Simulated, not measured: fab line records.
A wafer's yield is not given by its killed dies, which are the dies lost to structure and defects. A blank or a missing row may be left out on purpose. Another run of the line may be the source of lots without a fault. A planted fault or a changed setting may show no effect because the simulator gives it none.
Chamber matching	flow gf180mcu	rie-si-02 running GF_POLY_GATE_ETCH_13: 4 sister chambers
The step etches poly-Si in HBr/Cl2, stops on SiO2, target depth 198.5 nm, time 69.6 s. 14 wafers are shown with their chamber, then 7 later ones without.

== WAFERS, EACH WITH ITS CHAMBER ==
wafer	chamber	rf-fwd-power-W (W)	throttle-valve-pct (%)	oes-product-au (a.u.)
L579.2	1	394.6	33.682	0.997
L579.3	3	395.2	33.702	0.987
L579.5	3	395.7	33.684	0.988
L582.2	3	392.8	33.684	0.999
L582.4	1	397.6	33.695	0.989
L582.6	0	398.3	33.677	0.991
L583.2	2	396.0	33.685	0.994
L583.5	2	396.6	33.671	0.993
L583.6	3	395.6	33.685	0.975
L584.2	1	395.4	33.685	0.999
L584.3	3	394.8	33.689	0.988
L584.6	1	397.0	33.674	0.987
L588.3	0	396.1	33.676	0.993
L588.5	3	392.8	33.692	0.987

SIGNATURES, as means of the wafers listed above
reading	chamber 0	chamber 1	chamber 2	chamber 3	scatter within a chamber
rf-fwd-power-W	397.200	396.150	396.300	394.483	1.32
throttle-valve-pct	33.67650	33.68400	33.67800	33.68933	0.00754
oes-product-au	0.99200	0.99300	0.99350	0.98733	0.00629
Rule: for a wafer and a chamber, the distance is found by dividing, reading by reading, the gap between the wafer's reading and the chamber's mean by the reading's scatter, squaring, summing and taking the root. The wafer belongs to the nearest chamber; if the next one is less than 2 further off, it can't be placed. How the scatter is found: for the shown wafers, subtract from each reading the mean of its chamber, square and add these, divide the total by (wafers less chambers), then take the root.

== WAFERS WITHOUT THEIR CHAMBER ==
wafer	rf-fwd-power-W (W)	throttle-valve-pct (%)	oes-product-au (a.u.)
L588.6	396.8	33.683	1.001
L590.2	396.3	33.687	0.988
L590.5	397.0	33.674	0.989
L590.6	396.8	33.677	0.984
L593.2	395.8	33.681	0.995
L593.4	395.1	33.686	0.980
L593.5	396.4	33.696	0.985

== WHICH CHAMBER EACH WENT THROUGH ==
wafer	from the rows above	in truth
L588.6	can't be placed: 1 or 2 or 0 or 3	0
L590.2	can't be placed: 1 or 3 or 2 or 0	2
L590.5	can't be placed: 0 or 2 or 1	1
L590.6	can't be placed: 0 or 2 or 1 or 3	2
L593.2	can't be placed: 1 or 2 or 0 or 3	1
L593.4	can't be placed: 3 or 1 or 2 or 0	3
L593.5	can't be placed: 3 or 1 or 2 or 0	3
Correct placement for 0 of the 7. Can't be placed from these rows: 7 (the true chamber is among the candidates in 7). Placed wrongly: 0.
